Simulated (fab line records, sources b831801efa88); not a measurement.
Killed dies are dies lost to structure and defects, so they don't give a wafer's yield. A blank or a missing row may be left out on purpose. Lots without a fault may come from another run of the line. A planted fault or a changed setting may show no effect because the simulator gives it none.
fab line records | flow sky130
record lots=13 wafers=39 last_day=50
route steps=708 shown CAP2M@617 PAD_OPEN@708
lots that met no fault: from a run of the same line without faults
start_h: hours from the record's first day to the start of the lot's first wafer shown | wait_h: hours since the lot's step before | " the same as in the row above | L1.1+2: a row that stands for several wafers | - no value, or no start given | * or withheld: withheld | < > ~ a bound
route shown NAME@n: a module of which the file shows steps, and the number in the route of the first | usual: mean/standard deviation of fault-free wafers | same: alike in all rows | chamber/n: place in a boat | sites: the reading at each site | _std_site: their standard deviation | _edge_site: outer sites' mean less inner sites' | radius_mm: how far each site lies from the wafer's centre | mask NAME#n: copy n | behind: the tool/chamber that last shaped the wafer | hold: why the lot was held/for how many hours/how that ended | device: the transistor (n, p or np) that didn't switch | end of line: the same wafers' tests at the end of the route | a step without rows: its recipe alone | killed: dies lost to structure and defects at the first sort, not the wafer's yield | map: a wafer's dies, x killed, . not, _ none there
set.NAME: the setting as run; set.NAME@STEP: as run at that earlier step | model.NAME: the simulator's own value behind a step, which no gauge read
steps of the route over a sample of lots; a table a step, a row a wafer
services: from which hour (start_h, from the record's first day; less than 0 if before it) a tool's chamber was out of use, for how many hours, and why
## steps
# step SKY_CAP2M_STRIP_14
# recipe chemistry=O2/N2 power_w=1400 pressure_mtorr=1500 platen_temp_c=withheld o2_flow_sccm=3000 n2_flow_sccm=300 overash_fraction=0.5
# usual drypump_motor_current_A=6.1/0.41 n2_flow_sccm=300.0/0.76 o2_flow_sccm=3000/9.4 oes_product_au=0.710/0.0046 strip_time_to_endpoint_s=12.65/0.053
# columns lot.wafer tool chamber start_h wait_h drypump_motor_current_A n2_flow_sccm o2_flow_sccm oes_product_au rf_hours_counter_h strip_time_to_endpoint_s
L816.2 plasma_asher-04 0 963.13 0.1 6.2 301.5 3001 0.711 17 12.68
L816.4 " 1 " " 6.3 300.7 3006 0.717 - 12.72
L816.5 " 1 " " 6.3 300.5 3006 0.709 - 12.64
L817.2 plasma_asher-03 1 972.82 0.1 6.7 298.3 3002 0.707 56 12.59
L817.3 " 0 " " 5.7 300.3 2990 0.716 - 12.61
L817.6 " 1 " " 6.7 299.3 3004 0.709 - 12.64
L818.2 plasma_asher-04 0 985.75 0.1 6.2 300.4 2989 0.709 19 12.64
L818.5 " 0 " " 6.2 300.0 2994 0.710 - 12.60
L818.6 " 1 " " 6.3 301.2 2993 0.716 - 12.62
L819.1 plasma_asher-03 0 991.45 0.1 5.7 300.3 3010 0.704 58 12.74
L819.2 " 1 " " 6.7 299.2 3010 0.711 58 12.69
L819.3 " 1 " " 6.7 300.0 3016 0.710 - 12.68
L821.4 plasma_asher-04 1 999.53 0.1 6.3 299.2 2999 0.714 - 12.70
L821.5 " 0 " " 6.2 299.5 2994 0.710 - 12.71
L821.6 " 1 " " 6.3 299.7 3002 0.709 - 12.64
L822.1 plasma_asher-04 1 1008.18 0.1 6.3 299.5 3005 0.707 22 12.70
L822.2 " 0 " " 6.3 299.7 2994 0.705 22 12.72
L822.3 " 1 " " 6.3 299.2 2999 0.708 - 12.63
L824.2 plasma_asher-03 1 1019.68 0.1 6.7 298.5 3010 0.709 60 12.73
L824.4 " 1 " " 6.7 299.2 3007 0.712 - 12.73
L824.6 " 0 " " 5.7 299.4 2992 0.714 - 12.70
L823.1 plasma_asher-03 1 1024.25 0.1 6.7 300.3 3003 0.722 60 12.63
L823.3 " 0 " " 5.8 299.9 3000 0.708 - 12.68
L823.6 " 0 " " 5.7 300.6 3023 0.710 - 12.64
L825.1 plasma_asher-02 1 1028.75 0.1 5.6 299.7 3000 0.713 78 12.69
L825.5 " 0 " " 5.6 299.8 2999 0.706 - 12.68
L825.6 " 1 " " 5.6 298.6 2997 0.707 - 12.74
L826.1 plasma_asher-04 1 1036.80 0.1 6.3 299.6 2989 0.708 24 12.61
L826.4 " 1 " " 6.3 299.5 2983 0.710 - 12.66
L826.6 " 1 " " 6.3 300.1 2978 0.705 - 12.58
L827.2 plasma_asher-03 0 1037.19 0.1 5.7 300.7 3006 0.717 62 12.70
L827.5 " 0 " " 5.7 300.2 2983 0.706 - 12.71
L827.6 " 1 " " 6.7 299.4 3003 0.711 - 12.66
L828.1 plasma_asher-03 0 1041.27 0.1 5.8 301.3 2999 0.704 62 12.60
L828.2 " 1 " " 6.7 299.7 3612 0.708 62 12.60
L828.5 " 0 " " 5.8 299.7 2989 0.703 - 12.69
L838.4 plasma_asher-04 0 1105.83 0.1 6.2 299.7 2989 0.711 - 12.62
L838.5 " 1 " " 6.3 300.2 2982 0.713 - 12.65
L838.6 " 0 " " 6.2 299.5 3011 0.716 - 12.60
# step SKY_PAD_OPEN_PROBE_99
# usual defect_limited_yield=82.6/1.9 killed_at_M0_to_M3=42/7 killed_at_M4_up=3.2/1.6 killed_at_contacts=24/5.8 killed_at_front_end=16/4.3 killed_at_other=0.3/0.62 killed_dies=86/9.5 killed_open=46/6.4 killed_short=39/6.3 sort_bin_3_pad_short=0.9/0.43 sort_bin_5_function=10.5/1.4 sort_bin_6_memory=6.1/1.2 sort_bin_8_speed=0.00/0.017 sort_n_pass=406/9.5 sort_yield_pct=82.6/1.9
# same gross_dies=492 killed_at_back_side=0 sort_bin_4_leakage[%]=0
# columns lot.wafer tool chamber start_h wait_h defect_limited_yield[%] killed_at_M0_to_M3 killed_at_M4_up killed_at_contacts killed_at_front_end killed_at_other killed_dies killed_open killed_short sort_bin_3_pad_short[%] sort_bin_5_function[%] sort_bin_6_memory[%] sort_bin_8_speed[%] sort_n_pass sort_yield_pct[%]
L821.4 prober-01 - 1114.53 0.2 81.5 43 5 28 14 1 91 47 44 1.8 9.8 6.9 0 401 81.5
L821.5 prober-01 - 1114.58 0.2 83.9 30 2 25 21 1 79 42 36 1.4 8.9 5.7 0 413 83.9
L821.6 prober-01 - 1114.63 0.2 79.9 38 7 33 21 0 99 53 44 0.8 10.4 8.9 0 393 79.9
L825.1 prober-02 - 1140.16 0.1 82.7 49 2 22 12 0 85 44 41 0.6 11.4 5.3 0 407 82.7
L825.5 prober-02 - 1140.36 0.2 83.1 46 4 19 13 1 83 46 37 0 11.2 5.7 0 409 83.1
L825.6 prober-02 - 1140.41 0.2 82.7 52 2 14 17 0 85 48 37 1.0 11.2 5.1 0 407 82.7
L827.2 prober-02 - 1148.02 0.1 83.7 41 3 29 7 0 80 47 32 0.8 8.7 6.7 0 412 83.7
L828.5 prober-01 - 1150.65 0.2 77.6 60 5 22 23 0 110 53 57 0.6 12.6 9.1 0 382 77.6
# killed by level:class
L821.4 CONTACT:geometric_particle:open=12 VIA1:geometric_particle:open=10 METAL2:geometric_particle:short=9 METAL1:geometric_particle:short=6 LI_CONTACT:geometric_particle:open=5 CONTACT:geometric_particle:short=5 VIA1:geometric_particle:short=5 FIELD_ISO:geometric_particle:open=4
L821.5 VIA1:geometric_particle:open=11 POLY_GATE:geometric_particle:open=8 CONTACT:geometric_particle:open=8 VIA1:geometric_particle:short=7 CONTACT:geometric_particle:short=6 LOCAL_INTERCONNECT:geometric_particle:short=5 FIELD_ISO:geometric_particle:short=4 LI_CONTACT:geometric_particle:open=4
L821.6 CONTACT:geometric_particle:open=14 VIA3:geometric_particle:open=8 LI_CONTACT:geometric_particle:open=7 VIA1:geometric_particle:open=7 LOCAL_INTERCONNECT:geometric_particle:short=6 POLY_GATE:geometric_particle:short=5 METAL4:geometric_particle:short=5 METAL2:geometric_particle:short=5
L825.1 VIA1:geometric_particle:open=13 LI_CONTACT:geometric_particle:open=10 LOCAL_INTERCONNECT:geometric_particle:short=8 VIA1:geometric_particle:short=6 VIA3:geometric_particle:open=6 VIA2:geometric_particle:open=6 METAL1:geometric_particle:short=5 METAL2:geometric_particle:short=5
L825.5 VIA2:geometric_particle:open=10 METAL1:geometric_particle:short=10 LI_CONTACT:geometric_particle:open=8 VIA1:geometric_particle:open=7 VIA3:geometric_particle:open=7 CONTACT:geometric_particle:open=6 LOCAL_INTERCONNECT:geometric_particle:short=5 POLY_GATE:geometric_particle:open=5
L825.6 METAL1:geometric_particle:short=11 VIA1:geometric_particle:open=10 VIA2:geometric_particle:open=8 VIA3:geometric_particle:open=7 LI_CONTACT:geometric_particle:open=6 METAL2:geometric_particle:short=6 POLY_GATE:geometric_particle:open=4 CONTACT:geometric_particle:open=4
L827.2 CONTACT:geometric_particle:open=10 VIA1:geometric_particle:open=10 LI_CONTACT:geometric_particle:open=8 VIA2:geometric_particle:open=8 VIA1:geometric_particle:short=6 CONTACT:geometric_particle:short=5 POLY_GATE:geometric_particle:open=3 LOCAL_INTERCONNECT:geometric_particle:short=3
L828.5 VIA1:geometric_particle:short=11 VIA3:geometric_particle:open=10 CONTACT:geometric_particle:open=9 VIA1:geometric_particle:open=7 METAL3:geometric_particle:short=6 CONTACT:geometric_particle:short=6 METAL1:geometric_particle:short=6 VIA2:geometric_particle:open=6
## services
# columns tool chamber start_h hours kind
plasma_asher-04 - 970.51 0.4 repair
plasma_asher-02 - 979.35 2.6 repair
plasma_asher-04 - 991.35 2.8 pm
plasma_asher-03 - 997.20 2.8 pm
plasma_asher-04 - 1046.86 0.4 repair
plasma_asher-04 - 1060.92 2.8 repair
plasma_asher-03 - 1073.86 1.0 repair
plasma_asher-02 - 1091.69 37.2 repair
## key
first_sign step=SKY_CAP2M_STRIP_14 reading=o2_flow_sccm direction=up sigmas=65 usual=3000 struck=3612
effect none on later readings
met_at SKY_CAP2M_STRIP_14
struck_lots L828
struck_wafers L828.2
onset_between 1037.19 1041.27
fault kind=process_parameter_drift tool=plasma_asher-03 chamber=1 onset_h=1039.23 steps=SKY_CAP2M_STRIP_14 channel=o2_flow_sccm offset=600 shape=step end_h=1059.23 acts_in=these_recipes_only stated=3000
